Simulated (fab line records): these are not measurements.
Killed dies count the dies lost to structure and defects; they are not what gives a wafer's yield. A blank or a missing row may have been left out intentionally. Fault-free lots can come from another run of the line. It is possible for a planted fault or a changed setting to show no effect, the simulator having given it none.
Which tool did it? + flow gf180mcu + 13 lots, 39 wafers sampled, at 5 steps of a route of 602

WHAT EACH GAUGE READ, for each wafer
GF_VT_IMPLANT_TW_MEAS_21. Usual: VT_IMPLANT_2_TW 1203, standard deviation 8.8.
| lot  | measured     | on            | VT_IMPLANT_2_TW | flag |
|------|--------------|---------------|-----------------|------|
| L566 | day 6 04:40  | film-metro-01 | 1197 1202 1208  |      |
| L567 | day 6 11:50  | film-metro-03 | 1196 1194 1194  |      |
| L568 | day 6 17:11  | film-metro-01 | 1197 1199 1195  |      |
| L569 | day 6 22:17  | film-metro-01 | 1202 1199 1201  |      |
| L570 | day 7 09:20  | film-metro-02 | 1219 1219 1218  |      |
| L573 | day 8 08:02  | film-metro-03 | 578 580 578     | OFF  |
| L574 | day 8 12:39  | film-metro-01 | 588 581 584     | OFF  |
| L582 | day 10 12:26 | film-metro-03 | 1199 1197 1200  |      |
| L584 | day 10 22:08 | film-metro-01 | 1207 1205 1205  |      |
| L585 | day 11 07:43 | film-metro-03 | 1197 1205 1198  |      |
| L586 | day 11 15:05 | film-metro-01 | 1207 1200 1199  |      |
| L587 | day 11 20:11 | film-metro-01 | 1202 1200 1202  |      |
| L589 | day 12 07:34 | film-metro-01 | 1194 1194 1202  |      |

GF_HV_LDD_TW_MEAS_11. Usual: HV_LDD_TW 2398, standard deviation 27.
| lot  | measured     | on            | HV_LDD_TW      | flag |
|------|--------------|---------------|----------------|------|
| L566 | day 9 22:39  | film-metro-04 | 2375 2371 2372 |      |
| L567 | day 10 06:44 | film-metro-01 | 2389 2388 2392 |      |
| L568 | day 10 11:14 | film-metro-02 | 2453 2427 2435 |      |
| L569 | day 10 17:45 | film-metro-01 | 2404 2407 2411 |      |
| L570 | day 11 07:05 | film-metro-02 | 2412 2419 2415 |      |
| L573 | day 12 10:25 | film-metro-02 | 2432 2444 2445 |      |
| L574 | day 12 13:07 | film-metro-02 | 2450 2423 2438 |      |
| L582 | day 14 22:57 | film-metro-02 | 2437 2439 2445 |      |
| L584 | day 15 10:01 | film-metro-01 | 2360 2378 2378 |      |
| L585 | day 15 21:26 | film-metro-04 | 2392 2384 2379 |      |
| L586 | day 16 06:05 | film-metro-01 | 2376 2373 2395 |      |
| L587 | day 16 10:59 | film-metro-02 | 2431 2425 2406 |      |
| L589 | day 16 23:41 | film-metro-04 | 2350 2361 2365 |      |

GF_M1_THK_MEAS_06: measures by xrf. Usual: M1_ALCU_THK 456 nm, standard deviation 5.1.
| lot  | measured     | on            | M1_ALCU_THK (nm) | flag |
|------|--------------|---------------|------------------|------|
| L566 | day 16 00:52 | film-metro-01 | 449 440 445      |      |
| L567 | day 16 10:40 | film-metro-03 | 459 460 458      |      |
| L568 | day 16 19:41 | film-metro-03 | 458 455 455      |      |
| L569 | day 17 00:43 | film-metro-02 | 457 456 454      |      |
| L570 | day 17 15:59 | film-metro-02 | 460 453 463      |      |
| L573 | day 19 03:53 | film-metro-02 | 463 461 458      |      |
| L574 | day 19 05:49 | film-metro-01 | 454 460 458      |      |
| L582 | day 22 00:35 | film-metro-01 | 456 454 461      |      |
| L584 | day 22 13:54 | film-metro-02 | 457 461 460      |      |
| L585 | day 23 02:01 | film-metro-02 | 447 453 455      |      |
| L586 | day 23 11:37 | film-metro-03 | 464 458 465      |      |
| L587 | day 23 16:54 | film-metro-01 | 453 455 462      |      |
| L589 | day 24 04:28 | film-metro-03 | 461 455 455      |      |

WHAT TOOL EACH LOT RAN ON (gives the tool, then ch and the chambers of the sampled wafers, and finally the start)
| lot  | GF_VT_IMPLANT_IMPLANT_19        | GF_M1_SPUTTER_01             |
|------|---------------------------------|------------------------------|
| L566 | implanter-01 ch 0, day 6 04:25  | pvd-sputter-02, day 16 00:38 |
| L567 | implanter-01 ch 0, day 6 11:35  | pvd-sputter-01, day 16 10:25 |
| L568 | implanter-02 ch 0, day 6 16:56  | pvd-sputter-03, day 16 19:26 |
| L569 | implanter-04 ch 0, day 6 22:02  | pvd-sputter-02, day 17 00:28 |
| L570 | implanter-04 ch 0, day 7 09:05  | pvd-sputter-02, day 17 15:44 |
| L573 | implanter-04 ch 0, day 8 07:49  | pvd-sputter-03, day 19 03:38 |
| L574 | implanter-04 ch 0, day 8 12:26  | pvd-sputter-01, day 19 05:33 |
| L582 | implanter-02 ch 0, day 10 12:13 | pvd-sputter-01, day 22 00:19 |
| L584 | implanter-02 ch 0, day 10 21:55 | pvd-sputter-01, day 22 13:38 |
| L585 | implanter-02 ch 0, day 11 07:28 | pvd-sputter-02, day 23 01:46 |
| L586 | implanter-02 ch 0, day 11 14:50 | pvd-sputter-01, day 23 11:23 |
| L587 | implanter-02 ch 0, day 11 19:57 | pvd-sputter-01, day 23 16:39 |
| L589 | implanter-02 ch 0, day 12 07:19 | pvd-sputter-03, day 24 04:13 |
- GF_VT_IMPLANT_IMPLANT_19
- GF_M1_SPUTTER_01: material TiN, target thk 30 nm, time 25 s.

WHAT THE TOOLS THEMSELVES READ (means of the sampled wafers that have a number; where no wafer has one, the mark that the record gives instead)
GF_VT_IMPLANT_IMPLANT_19. Usual: dose-ions-cm2 4.35e+12, standard deviation 4.7e+09; faraday-current-uA 24.6, standard deviation 0.48; tilt-deg 7.002 degrees, standard deviation 0.022.
| lot  | tool         | dose-ions-cm2 | faraday-current-uA | tilt-deg (degrees) | flag |
|------|--------------|---------------|--------------------|--------------------|------|
| L566 | implanter-01 | 4.35e+12      | 24.4               | 7.033              |      |
| L567 | implanter-01 | 4.35e+12      | 24.5               | 6.989              |      |
| L568 | implanter-02 | 4.35e+12      | 24.3               | 7.007              |      |
| L569 | implanter-04 | 4.35e+12      | 24.1               | 7.032              |      |
| L570 | implanter-04 | 4.35e+12      | 24.4               | 6.998              |      |
| L573 | implanter-04 | 4.34e+11      | 2.5                | 7.011              | OFF  |
| L574 | implanter-04 | 4.31e+11      | 2.5                | 6.988              | OFF  |
| L582 | implanter-02 | 4.35e+12      | 24.8               | 6.974              |      |
| L584 | implanter-02 | 4.35e+12      | 24.5               | 7.003              |      |
| L585 | implanter-02 | 4.34e+12      | 24.0               | 7.006              |      |
| L586 | implanter-02 | 4.35e+12      | 24.9               | 7.017              |      |
| L587 | implanter-02 | 4.35e+12      | 24.1               | 6.999              |      |
| L589 | implanter-02 | 4.36e+12      | 24.4               | 6.986              |      |

GF_M1_SPUTTER_01. Usual: 30.2 % for throttle-valve-pct, sd 1.2.
| lot  | tool           | throttle-valve-pct (%) | flag |
|------|----------------|------------------------|------|
| L566 | pvd-sputter-02 | 30.8                   |      |
| L567 | pvd-sputter-01 | 29.7                   |      |
| L568 | pvd-sputter-03 | 28.8                   |      |
| L569 | pvd-sputter-02 | 31.8                   |      |
| L570 | pvd-sputter-02 | 31.6                   |      |
| L573 | pvd-sputter-03 | 28.8                   |      |
| L574 | pvd-sputter-01 | 30.2                   |      |
| L582 | pvd-sputter-01 | 29.9                   |      |
| L584 | pvd-sputter-01 | 30.1                   |      |
| L585 | pvd-sputter-02 | 31.0                   |      |
| L586 | pvd-sputter-01 | 30.0                   |      |
| L587 | pvd-sputter-01 | 30.3                   |      |
| L589 | pvd-sputter-03 | 28.6                   |      |

THE ANSWER, worked out from the rows above alone
Rule: lot off if the mean of its wafers having a number is beyond 3 standard deviations from the usual mean. A lot without any number at a reading at which 4 lots or more have one is off too. Where the step has rows for the other lots, those lots are counted as sound. First the gauges in route order, then the tools' own readings, where a lot's mean is used as printed above. The first step at which some lot is off is used, and at that step the reading that is off furthest; a lot without a number counts as furthest.
Off: at GF_VT_IMPLANT_TW_MEAS_21 (VT_IMPLANT_2_TW), L573, L574.
A tool fits if, at a process step before that reading, it ran every lot that is off, and no sound lot after the first of them. The gauges at GF_VT_IMPLANT_TW_MEAS_21 aren't tried: what is off there is off at GF_VT_IMPLANT_IMPLANT_19 too, on other tools, and a gauge's error can't cause that. One candidate fits, namely implanter-04 at GF_VT_IMPLANT_IMPLANT_19. A fault onset in the window from L570 (day 7 09:05, its last sound lot) to L573 (day 8 07:49, its first lot off) fits.
The tool's own readings at GF_VT_IMPLANT_IMPLANT_19 bear it out: on the lots that are off they differ by more than 5 times the standard deviation of the sound lots' means. dose-ions-cm2 reads 4.32e+11 there against 4.35e+12 on the sound lots; faraday-current-uA reads 2.5 there against 24.4 on the sound lots.

WHAT HAD BEEN PUT IN BY THE SIMULATOR
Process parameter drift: implanter-04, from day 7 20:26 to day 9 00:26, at GF_VT_IMPLANT_IMPLANT_19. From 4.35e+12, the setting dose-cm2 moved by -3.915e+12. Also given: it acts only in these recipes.
Struck lots among those shown: L573, L574. This agrees with what the rule above found.
